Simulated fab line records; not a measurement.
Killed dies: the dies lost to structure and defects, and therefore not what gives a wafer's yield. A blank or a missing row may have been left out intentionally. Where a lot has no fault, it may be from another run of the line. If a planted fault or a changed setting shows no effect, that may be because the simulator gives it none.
Chamber matching :: flow sky130 :: SKY_FIELD_ISO_CMP_27 on cmp-01: 4 sister chambers
The step polishes, stops on Si3N4, t overpolish 16 s, target thk 457.8 nm. 4 wafers are shown with their chamber, then 8 later ones without.

WAFERS WITH THEIR CHAMBER
wafer: L770.1
chamber: 3
motor-current-A (A): 12.3

wafer: L774.1
chamber: 1
motor-current-A (A): 11.7

wafer: L774.4
chamber: 0
motor-current-A (A): 11.9

wafer: L783.3
chamber: 2
motor-current-A (A): 12.7

WAFERS WITH NO CHAMBER GIVEN
wafer: L783.4
motor-current-A (A): 12.1

wafer: L783.5
motor-current-A (A): 12.7

wafer: L790.1
motor-current-A (A): 13.0

wafer: L790.3
motor-current-A (A): 11.0

wafer: L790.6
motor-current-A (A): 10.8

wafer: L791.1
motor-current-A (A): 11.9

wafer: L791.2
motor-current-A (A): 12.0

wafer: L791.4
motor-current-A (A): 11.3

WHICH CHAMBER EACH ONE RAN IN
wafer: L783.4
from the rows above: can't be placed: 0 or 3 or 1 or 2
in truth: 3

wafer: L783.5
from the rows above: can't be placed: 2 or 3 or 0
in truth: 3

wafer: L790.1
from the rows above: can't be placed: 2 or 3 or 0
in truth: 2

wafer: L790.3
from the rows above: can't be placed: 1 or 0 or 3
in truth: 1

wafer: L790.6
from the rows above: can't be placed: 1 or 0 or 3
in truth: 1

wafer: L791.1
from the rows above: can't be placed: 0 or 1 or 3 or 2
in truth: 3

wafer: L791.2
from the rows above: can't be placed: 0 or 1 or 3 or 2
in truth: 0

wafer: L791.4
from the rows above: can't be placed: 1 or 0 or 3
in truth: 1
0 of 8 placed correctly. Not placeable from these rows: 8 (in 8, the candidates include the true chamber). Wrongly placed: 0.
How it was worked out, from the rows above alone: a wafer's distance from a chamber is the root of the sum, over the readings, of the square of ((its reading less the chamber's mean) divided by the reading's scatter). If the next closest chamber is less than 2 further off than the closest, the wafer can't be placed; otherwise it belongs to the closest. The mean given for a chamber averages the wafers shown for that chamber. The scatter (one wafer shown for each chamber): square how far every hidden wafer sits from the nearest shown wafer, average those squares and take the square root.
